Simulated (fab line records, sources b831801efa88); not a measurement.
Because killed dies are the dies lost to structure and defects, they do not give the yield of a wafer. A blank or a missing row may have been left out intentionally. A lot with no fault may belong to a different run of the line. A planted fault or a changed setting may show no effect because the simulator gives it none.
fab line records -- flow sky130
[record] lots = 6, wafers = 18, lastDay = 50
route steps=708 shown POLY_CUT@312 SD_P@320 PAD_OPEN@708
lots untouched by any fault: they come from a run of this same line in which no faults occurred
startH: start of the lot's first displayed wafer, in hours after the record's first day -- waitH: hours since the lot's step before -- " repeats the value in the row above -- L1.1+2: a single row standing in for several wafers -- - no value present, or no start provided -- * or withheld: withheld -- < > ~ a bound
route shown NAME@n: a module of which the file shows steps, and the number in the route of the first -- usual: average and standard deviation across the fault-free wafers -- same: alike in all rows -- chamber/n: place in a boat -- sites: the reading at each site -- _std_site: the standard deviation of these -- _edge_site: the outer-site mean with the inner-site mean subtracted -- radiusMm: how far each site lies from the wafer's centre -- mask NAME#n: copy n -- behind: the tool/chamber that last shaped the wafer -- hold: cause of the lot's hold/its duration in hours/its outcome -- device: transistor that didn't switch, given as n, p or np -- end of line: tests of these same wafers at the route's end -- step lacking rows: just its recipe -- killed: the dies lost at the first sort to structure and to defects; this is not the yield of the wafer -- map: the dies of a wafer, with x for killed, . for not killed, _ for no die there
set.NAME: the setting as run; set.NAME@STEP: as run at that earlier step -- model.NAME: the simulator's own value behind a step, which no gauge read
lots at some steps of the route; a table a step, a row a wafer
services: when a tool's chamber went out of use (startH, in hours from the record's first day, below 0 if earlier), for how many hours, and the reason
[[steps]]
[step SKY_POLY_CUT_EXPOSE_05]
[recipe] maskId = NPCM, na = 0.8, sourceShape = annular, sigmaInner = 0.55, sigmaOuter = 0.85, targetCdNm = 270, doseMj = 32
[step SKY_POLY_CUT_PEB_06]
[recipe] pebTempC = withheld, pebTimeS = withheld, resist = KrF-thick
[step SKY_POLY_CUT_DEVELOP_07]
[recipe] developTimeS = 60, resist = KrF-thick, devTempC = 20.17
[step SKY_POLY_CUT_CD_MEAS_08]
[recipe] targetCdNm = 270
[usual] cdNm = 270.0/1.3
lot.wafer,tool,chamber,startH,waitH,cdNm
L976.4,cdSem-02,-,616.99,-,270.2
L976.5,cdSem-02,-,616.99,-,268.8
L976.6,cdSem-02,-,616.99,-,269.5
L980.1,cdSem-02,-,647.28,-,270.9
L980.2,cdSem-02,-,647.28,-,270.9
L980.3,cdSem-02,-,647.28,-,271.3
L982.3,cdSem-02,-,667.67,-,269.0
L982.4,cdSem-02,-,667.67,-,269.1
L982.5,cdSem-02,-,667.67,-,268.7
L983.1,cdSem-02,-,672.80,-,270.5
L983.4,cdSem-02,-,672.80,-,270.2
L983.6,cdSem-02,-,672.80,-,270.2
L985.2,cdSem-02,-,694.35,-,269.7
L985.4,cdSem-02,-,694.35,-,270.6
L985.5,cdSem-02,-,694.35,-,270.6
L992.2,cdSem-01,-,746.29,-,269.0
L992.3,cdSem-01,-,746.29,-,270.8
L992.5,cdSem-01,-,746.29,-,269.6
[step SKY_POLY_CUT_OVL_MEAS_09]
[usual] POLY_CUT_OVL = 1/5.7
lot.wafer,tool,chamber,startH,waitH,POLY_CUT_OVL[nm]
L976.4,overlay-02,-,617.07,0.1,2
L976.5,overlay-02,-,617.07,0.1,3
L976.6,overlay-02,-,617.07,0.1,-4
L980.1,overlay-02,-,647.40,0.1,11
L980.2,overlay-02,-,647.40,0.1,-8
L980.3,overlay-02,-,647.40,0.1,4
L982.3,overlay-01,-,667.76,0.1,5
L982.4,overlay-01,-,667.76,0.1,-2
L982.5,overlay-01,-,667.76,0.1,8
L983.1,overlay-01,-,672.92,0.1,1
L983.4,overlay-01,-,672.92,0.1,-5
L983.6,overlay-01,-,672.92,0.1,-1
L985.2,overlay-02,-,694.46,0.1,-2
L985.4,overlay-02,-,694.46,0.1,-2
L985.5,overlay-02,-,694.46,0.1,4
L992.2,overlay-02,-,746.40,0.1,2
L992.3,overlay-02,-,746.40,0.1,1
L992.5,overlay-02,-,746.40,0.1,1
[step SKY_POLY_CUT_ETCH_10]
[recipe] chemistry = N2/H2, target = BARC, ionEnergyEv = 200, sourceW = 500, biasW = 100, pressureMtorr = 30, n2FlowSccm = 100, h2FlowSccm = 200, stopOn = SiO2, timeS = 45.9, targetDepthA = 600
[usual] drypumpMotorCurrentA = 5.9/0.31, oesProductAu = 0.855/0.0045, throttleValvePct = 13.225/0.0099
lot.wafer,tool,chamber,startH,waitH,drypumpMotorCurrentA,oesProductAu,rfHoursCounterH,throttleValvePct
L976.4,rieDiel-04,1,617.09,0.0,5.9,0.860,8,13.236
L976.5,rieDiel-04,3,617.09,0.0,5.4,0.862,-,13.227
L976.6,rieDiel-04,0,617.09,0.0,5.5,0.862,-,13.229
L980.1,rieDiel-02,0,647.44,0.0,5.7,0.850,3,13.245
L980.2,rieDiel-02,2,647.44,0.0,5.9,0.860,14,13.221
L980.3,rieDiel-02,3,647.44,0.0,6.5,0.858,3,13.241
L982.3,rieDiel-02,3,667.79,0.0,6.5,0.856,3,13.225
L982.4,rieDiel-02,0,667.79,0.0,5.7,0.852,4,13.215
L982.5,rieDiel-02,0,667.79,0.0,5.7,0.853,-,13.229
L983.1,rieDiel-02,3,672.96,0.0,6.5,0.855,3,13.216
L983.4,rieDiel-02,1,672.96,0.0,5.8,0.857,49,13.234
L983.6,rieDiel-02,1,672.96,0.0,5.8,0.852,-,13.235
L985.2,rieDiel-04,3,694.49,0.0,5.3,0.849,7,13.221
L985.4,rieDiel-04,1,694.49,0.0,5.9,0.859,10,13.224
L985.5,rieDiel-04,1,694.49,0.0,5.9,0.855,-,13.231
L992.2,rieDiel-03,0,746.43,0.0,5.9,0.846,28,13.231
L992.3,rieDiel-03,1,746.43,0.0,6.2,0.858,10,13.226
L992.5,rieDiel-03,0,746.43,0.0,5.9,0.859,-,13.241
[step SKY_POLY_CUT_ETCH_11]
[recipe] target = Si3N4, chemistry = CF4/CH2F2/Ar, stopOn = poly-Si, sourceW = 600, biasW = 150, pressureMtorr = 40, cf4FlowSccm = 40, ch2f2FlowSccm = 20, Ar_flow_sccm = 150, timeS = 42.5, targetDepthA = 600
[usual] ch2f2FlowSccm = 20.00/0.065, drypumpMotorCurrentA = 5.9/0.31, oesProductAu = 0.829/0.0063, throttleValvePct = 14.994/0.0095
lot.wafer,tool,chamber,startH,waitH,ch2f2FlowSccm,drypumpMotorCurrentA,oesProductAu,rfHoursCounterH,throttleValvePct
L976.4,rieDiel-04,1,617.13,0.0,20.00,5.9,0.824,8,15.013
L976.5,rieDiel-04,3,617.13,0.0,19.99,5.4,0.828,-,14.983
L976.6,rieDiel-04,0,617.13,0.0,20.12,5.5,0.831,-,14.996
L980.1,rieDiel-02,0,647.48,0.0,19.93,5.7,0.831,3,15.006
L980.2,rieDiel-02,2,647.48,0.0,20.06,5.9,0.834,14,14.989
L980.3,rieDiel-02,3,647.48,0.0,20.02,6.5,0.837,3,14.997
L982.3,rieDiel-02,3,667.83,0.0,20.00,6.5,0.829,3,14.996
L982.4,rieDiel-02,0,667.83,0.0,19.99,5.7,0.827,4,15.006
L982.5,rieDiel-02,0,667.83,0.0,19.98,5.7,0.820,-,14.997
L983.1,rieDiel-02,3,673.00,0.0,19.97,6.5,0.821,3,14.994
L983.4,rieDiel-02,1,673.00,0.0,20.00,5.9,0.819,49,14.986
L983.6,rieDiel-02,1,673.00,0.0,20.04,5.8,0.819,-,14.975
L985.2,rieDiel-04,3,694.53,0.0,19.96,5.4,0.816,7,14.999
L985.4,rieDiel-04,1,694.53,0.0,19.93,5.9,0.833,10,14.979
L985.5,rieDiel-04,1,694.53,0.0,19.85,5.9,0.809,-,14.984
L992.2,rieDiel-03,0,746.47,0.0,20.07,5.8,0.836,28,14.990
L992.3,rieDiel-03,1,746.47,0.0,19.96,6.2,0.837,10,14.986
L992.5,rieDiel-03,0,746.47,0.0,20.08,5.8,0.829,-,14.993
[step SKY_POLY_CUT_STRIP_12]
[recipe] chemistry = O2/N2, powerW = 1400, pressureMtorr = 1500, platenTempC = withheld, o2FlowSccm = 3000, n2FlowSccm = 300, overashFraction = 0.5
[usual] drypumpMotorCurrentA = 5.7/0.39, oesProductAu = 0.452/0.0049, stripTimeToEndpointS = 5.350/0.017
lot.wafer,tool,chamber,startH,waitH,drypumpMotorCurrentA,oesProductAu,rfHoursCounterH,stripTimeToEndpointS
L976.4,plasmaAsher-03,0,617.21,0.1,5.9,0.460,-,5.335
L976.5,plasmaAsher-03,1,617.21,0.1,6.2,0.450,-,5.361
L976.6,plasmaAsher-03,0,617.21,0.1,5.9,0.458,-,5.350
L980.1,plasmaAsher-03,1,647.52,0.0,6.2,0.457,23,5.326
L980.2,plasmaAsher-03,0,647.52,0.0,5.9,0.443,23,5.355
L980.3,plasmaAsher-03,1,647.52,0.0,6.2,0.457,-,5.347
L982.3,plasmaAsher-04,1,667.90,0.1,5.6,0.456,-,5.342
L982.4,plasmaAsher-04,0,667.90,0.1,5.9,0.450,-,5.328
L982.5,plasmaAsher-04,1,667.90,0.1,5.5,0.458,-,5.353
L983.1,plasmaAsher-04,1,673.04,0.0,5.6,0.454,99,5.334
L983.4,plasmaAsher-04,1,673.04,0.0,5.6,0.449,-,5.346
L983.6,plasmaAsher-04,1,673.04,0.0,5.5,0.454,-,5.359
L985.2,plasmaAsher-02,0,694.57,0.0,5.5,0.447,51,5.382
L985.4,plasmaAsher-02,1,694.57,0.0,4.9,0.451,-,5.351
L985.5,plasmaAsher-02,1,694.57,0.0,4.8,0.444,-,5.352
L992.2,plasmaAsher-02,1,746.51,0.0,4.9,0.447,59,5.369
L992.3,plasmaAsher-02,0,746.51,0.0,5.5,0.463,-,5.348
L992.5,plasmaAsher-02,0,746.51,0.0,5.5,0.449,-,5.363
[step SKY_SD_P_DEHYDRATE_00]
[recipe] tempC = 200, timeS = 60
[step SKY_SD_P_HMDS_01]
[recipe] primeTimeS = 60, primeTempC = 120
[step SKY_SD_P_COAT_02]
[recipe] resist = NOVOLAK, spinRpm = 3000, resistThkNm = 1140
[step SKY_SD_P_SOFTBAKE_03]
[recipe] tempC = 90, timeS = 60, resist = NOVOLAK
[step SKY_SD_P_EXPOSE_04]
[recipe] maskId = PSDM, na = 0.6, sourceShape = conventional, sigmaOuter = 0.6, polarization = unpolarized, targetCdNm = 380, doseMj = 138
lot.wafer,tool,chamber,startH,waitH,mask
L976.4+5+6,ilineStepper-01,0,631.66,-,PSDM#0
L980.1+2+3,ilineStepper-02,0,662.10,-,PSDM#0
L982.3+4+5,ilineStepper-01,0,682.72,-,PSDM#0
L983.1+4+6,ilineStepper-02,0,687.53,-,PSDM#0
L985.2+4+5,ilineStepper-02,0,707.60,-,PSDM#0
L992.2+3+5,ilineStepper-01,0,759.90,-,PSDM#0
[step SKY_SD_P_PEB_05]
[recipe] tempC = withheld, timeS = *, resist = NOVOLAK
[step SKY_SD_P_DEVELOP_06]
[recipe] resist = NOVOLAK, developer = TMAH, developTimeS = 60, devTempC = 23
[step SKY_SD_P_CD_MEAS_07]
[recipe] targetCdNm = 380
[usual] cdNm = 379.6/2.1
lot.wafer,tool,chamber,startH,waitH,cdNm
L976.4,cdSem-01,-,645.76,0.1,381.1
L976.5,cdSem-01,-,645.76,0.1,379.1
L976.6,cdSem-01,-,645.76,0.1,377.8
L980.1,cdSem-01,-,675.40,0.1,384.1
L980.2,cdSem-01,-,675.40,0.1,381.9
L980.3,cdSem-01,-,675.40,0.1,383.1
L982.3,cdSem-02,-,695.94,0.1,377.5
L982.4,cdSem-02,-,695.94,0.1,378.7
L982.5,cdSem-02,-,695.94,0.1,379.8
L983.1,cdSem-02,-,700.60,0.1,362.4
L983.4,cdSem-02,-,700.60,0.1,362.4
L983.6,cdSem-02,-,700.60,0.1,377.6
L985.2,cdSem-02,-,721.22,0.1,364.3
L985.4,cdSem-02,-,721.22,0.1,363.9
L985.5,cdSem-02,-,721.22,0.1,378.9
L992.2,cdSem-01,-,772.87,0.1,380.9
L992.3,cdSem-01,-,772.87,0.1,378.6
L992.5,cdSem-01,-,772.87,0.1,379.1
[step SKY_SD_P_OVL_MEAS_08]
[usual] SD_P_OVL = 1.2/1.5
lot.wafer,tool,chamber,startH,waitH,SD_P_OVL[nm]
L976.4,overlay-01,-,645.84,0.1,4.0
L976.5,overlay-01,-,645.84,0.1,2.9
L976.6,overlay-01,-,645.84,0.1,5.0
L980.1,overlay-02,-,675.52,0.1,-0.5
L980.2,overlay-02,-,675.52,0.1,0.5
L980.3,overlay-02,-,675.52,0.1,1.1
L982.3,overlay-02,-,696.05,0.1,1.0
L982.4,overlay-02,-,696.05,0.1,-0.6
L982.5,overlay-02,-,696.05,0.1,1.0
L983.1,overlay-02,-,700.72,0.1,1.9
L983.4,overlay-02,-,700.72,0.1,2.3
L983.6,overlay-02,-,700.72,0.1,2.7
L985.2,overlay-02,-,721.33,0.1,1.0
L985.4,overlay-02,-,721.33,0.1,1.2
L985.5,overlay-02,-,721.33,0.1,-0.5
L992.2,overlay-02,-,772.98,0.1,0.2
L992.3,overlay-02,-,772.98,0.1,0.9
L992.5,overlay-02,-,772.98,0.1,-0.2
[step SKY_PAD_OPEN_PROBE_99]
[usual] killed_at_M0_to_M3 = 44/7.8, killed_at_M4_up = 2.9/1.7, killedAtContacts = 24/5.4, killedAtFrontEnd = 15/4.5, killedAtOther = 0.3/0.55, killedDies = 87/10, killedOpen = 48/7.4, killedShort = 39/5.9
[same] grossDies = 492, killedAtBackSide = 0
lot.wafer,tool,chamber,startH,waitH,killed_at_M0_to_M3,killed_at_M4_up,killedAtContacts,killedAtFrontEnd,killedAtOther,killedDies,killedOpen,killedShort
L976.4,prober-01,-,1119.04,0.2,37,5,19,20,0,81,43,38
L976.5,prober-01,-,1119.09,0.2,26,1,20,11,1,59,30,29
L976.6,prober-01,-,1119.14,0.2,47,4,34,13,0,98,58,40
L980.1,prober-01,-,1138.55,0.1,49,2,20,14,0,85,44,41
L980.2,prober-01,-,1138.60,0.1,35,4,24,19,0,82,43,39
L980.3,prober-01,-,1138.65,0.2,32,1,22,17,0,72,36,36
L982.3,prober-02,-,1148.95,0.2,37,3,23,12,0,75,32,43
L982.4,prober-02,-,1149.00,0.2,44,3,22,13,1,83,46,37
L982.5,prober-02,-,1149.05,0.2,37,7,23,7,0,74,33,41
L983.1,prober-01,-,1152.32,0.1,53,0,16,10,0,79,45,34
L983.4,prober-01,-,1152.47,0.2,51,1,16,10,1,79,41,38
L983.6,prober-01,-,1152.57,0.2,54,1,26,19,2,102,63,39
L985.2,prober-02,-,1164.66,0.1,50,2,32,25,0,109,66,43
L985.4,prober-02,-,1164.76,0.2,39,5,26,17,1,88,52,36
L985.5,prober-02,-,1164.81,0.2,37,4,35,14,0,90,51,39
L992.2,prober-01,-,1195.91,0.1,42,5,17,13,0,77,45,32
L992.3,prober-01,-,1195.96,0.2,58,4,19,13,1,95,53,42
L992.5,prober-01,-,1196.06,0.2,51,6,24,19,0,100,59,41
// killed by level:class
L976.4 CONTACT:geometricParticle:open=9 VIA1:geometricParticle:open=7 FIELD_ISO:geometricParticle:open=6 LI_CONTACT:geometricParticle:open=6 METAL1:geometricParticle:short=6 FIELD_ISO:geometricParticle:short=4 METAL1:geometricParticle:open=4 VIA1:geometricParticle:short=4
L976.5 VIA1:geometricParticle:open=11 CONTACT:geometricParticle:open=7 CONTACT:geometricParticle:short=6 POLY_GATE:geometricParticle:short=4 FIELD_ISO:geometricParticle:open=3 LI_CONTACT:geometricParticle:open=3 VIA3:geometricParticle:short=3 FIELD_ISO:geometricParticle:short=2
L976.6 CONTACT:geometricParticle:open=15 VIA3:geometricParticle:open=9 LOCAL_INTERCONNECT:geometricParticle:short=7 CONTACT:geometricParticle:short=7 VIA2:geometricParticle:open=7 FIELD_ISO:geometricParticle:open=6 METAL1:geometricParticle:short=6 METAL2:geometricParticle:short=6
L980.1 VIA1:geometricParticle:open=11 VIA3:geometricParticle:open=11 CONTACT:geometricParticle:open=7 VIA1:geometricParticle:short=7 CONTACT:geometricParticle:short=6 POLY_GATE:geometricParticle:short=5 VIA3:geometricParticle:short=5 LI_CONTACT:geometricParticle:open=4
L980.2 CONTACT:geometricParticle:open=12 VIA3:geometricParticle:open=9 FIELD_ISO:geometricParticle:short=7 FIELD_ISO:geometricParticle:open=6 VIA1:geometricParticle:open=6 METAL1:geometricParticle:short=6 CONTACT:geometricParticle:short=4 POLY_GATE:geometricParticle:short=4
L980.3 CONTACT:geometricParticle:open=10 FIELD_ISO:geometricParticle:short=7 LI_CONTACT:geometricParticle:open=7 VIA1:geometricParticle:open=7 METAL2:geometricParticle:short=6 POLY_CUT:geometricParticle:short=4 METAL1:geometricParticle:short=4 VIA2:geometricParticle:short=4
L982.3 VIA1:geometricParticle:open=8 LOCAL_INTERCONNECT:geometricParticle:short=7 VIA2:geometricParticle:short=7 METAL1:geometricParticle:short=6 CONTACT:geometricParticle:open=5 VIA2:geometricParticle:open=5 FIELD_ISO:geometricParticle:short=4 LI_CONTACT:geometricParticle:open=4
L982.4 CONTACT:geometricParticle:open=14 VIA2:geometricParticle:open=11 VIA1:geometricParticle:open=8 VIA2:geometricParticle:short=7 VIA3:geometricParticle:open=5 FIELD_ISO:geometricParticle:short=4 VIA1:geometricParticle:short=4 LI_CONTACT:geometricParticle:short=3
L982.5 VIA1:geometricParticle:open=12 VIA3:geometricParticle:open=6 CONTACT:geometricParticle:open=5 CONTACT:geometricParticle:short=5 METAL4:geometricParticle:short=5 LI_CONTACT:geometricParticle:short=4 LI_CONTACT:geometricParticle:open=4 METAL1:geometricParticle:short=4
L983.1 VIA1:geometricParticle:open=17 METAL1:geometricParticle:short=7 LI_CONTACT:geometricParticle:open=6 CONTACT:geometricParticle:open=6 VIA1:geometricParticle:short=6 METAL2:geometricParticle:short=6 VIA2:geometricParticle:open=5 FIELD_ISO:geometricParticle:short=3
L983.4 VIA1:geometricParticle:open=13 METAL1:geometricParticle:short=8 VIA2:geometricParticle:open=7 VIA1:geometricParticle:short=6 FIELD_ISO:geometricParticle:short=3 FIELD_ISO:geometricParticle:open=3 LI_CONTACT:geometricParticle:short=3 LI_CONTACT:geometricParticle:open=3
L983.6 VIA1:geometricParticle:open=13 CONTACT:geometricParticle:open=11 VIA3:geometricParticle:open=11 LI_CONTACT:geometricParticle:open=9 METAL1:geometricParticle:short=8 FIELD_ISO:geometricParticle:short=7 VIA1:geometricParticle:short=6 VIA2:geometricParticle:short=5
L985.2 LI_CONTACT:geometricParticle:open=15 POLY_GATE:geometricParticle:open=10 VIA2:geometricParticle:open=9 VIA1:geometricParticle:short=8 CONTACT:geometricParticle:open=7 VIA3:geometricParticle:open=7 VIA1:geometricParticle:open=7 FIELD_ISO:geometricParticle:open=6
L985.4 LI_CONTACT:geometricParticle:open=10 VIA3:geometricParticle:open=8 CONTACT:geometricParticle:open=7 VIA2:geometricParticle:open=6 METAL1:geometricParticle:short=5 VIA2:geometricParticle:short=5 FIELD_ISO:geometricParticle:open=4 CONTACT:geometricParticle:short=4
L985.5 CONTACT:geometricParticle:open=12 VIA3:geometricParticle:open=10 LI_CONTACT:geometricParticle:open=9 VIA1:geometricParticle:open=7 LOCAL_INTERCONNECT:geometricParticle:short=5 CONTACT:geometricParticle:short=5 METAL1:geometricParticle:short=5 FIELD_ISO:geometricParticle:open=4
L992.2 VIA2:geometricParticle:open=9 VIA3:geometricParticle:open=9 LI_CONTACT:geometricParticle:open=6 VIA1:geometricParticle:open=5 CONTACT:geometricParticle:open=5 METAL2:geometricParticle:short=5 FIELD_ISO:geometricParticle:short=4 METAL4:geometricParticle:short=4
L992.3 VIA1:geometricParticle:open=10 CONTACT:geometricParticle:open=8 VIA2:geometricParticle:open=8 METAL1:geometricParticle:short=7 FIELD_ISO:geometricParticle:open=6 VIA3:geometricParticle:open=6 VIA2:geometricParticle:short=6 LI_CONTACT:geometricParticle:open=4
L992.5 VIA2:geometricParticle:open=12 VIA3:geometricParticle:open=11 LI_CONTACT:geometricParticle:open=8 CONTACT:geometricParticle:open=8 VIA1:geometricParticle:open=7 FIELD_ISO:geometricParticle:open=5 POLY_GATE:geometricParticle:short=5 FIELD_ISO:geometricParticle:short=5
[[services]]
tool,chamber,startH,hours,kind
rieDiel-02,-,594.72,15.6,pm
rieDiel-02,0,614.03,1.3,repair
rieDiel-02,2,615.13,5.0,repair
plasmaAsher-03,-,624.55,2.8,pm
plasmaAsher-02,-,625.00,0.5,repair
plasmaAsher-02,-,634.38,14.6,pm
rieDiel-03,0,653.09,4.2,repair
ilineStepper-02,-,664.59,1.7,pm
rieDiel-03,3,678.86,3.7,repair
rieDiel-02,2,681.01,9.1,repair
rieDiel-03,1,694.42,11.6,repair
rieDiel-04,-,711.57,0.4,repair
ilineStepper-01,-,720.79,1.7,pm
plasmaAsher-04,-,733.20,3.1,repair
rieDiel-02,1,735.51,-,clean
rieDiel-02,1,735.51,17.6,scheduledDown
rieDiel-02,1,735.51,17.6,ventCycle
plasmaAsher-04,-,736.28,9.0,pm
plasmaAsher-04,0,736.28,9.0,ventCycle
plasmaAsher-04,1,736.28,9.0,ventCycle
rieDiel-03,3,738.98,6.7,repair
plasmaAsher-04,-,756.41,2.4,repair
ilineStepper-02,-,757.68,2.1,pm
ilineStepper-02,-,759.77,-,consumableReplace:lamp
[[key]]
[firstSign] step = SKY_SD_P_CD_MEAS_07, reading = cdNm, direction = down, sigmas = 7.8, usual = 379.6, struck = 363.2
effect none on later readings
metAt SKY_SD_P_EXPOSE_04
struckWafers L983.1,L983.4,L985.2,L985.4
testerLeftOut L983,L985
onsetBetween 662.10 687.53
[fault] kind = processParameterDrift, tool = ilineStepper-02, chamber = -, onsetH = 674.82, steps = SKY_SD_P_EXPOSE_04, channel = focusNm, offset = 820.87, shape = step, endH = 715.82, scope = struckWafersOnly
// testerLeftOut: of these lots the tester's yield and bins aren't shown, on N5 and GAA mostly nor the transistor test; their killed dies are dies lost to structure and defects alone, not to doping, threshold or leakage, so they don't give the yield
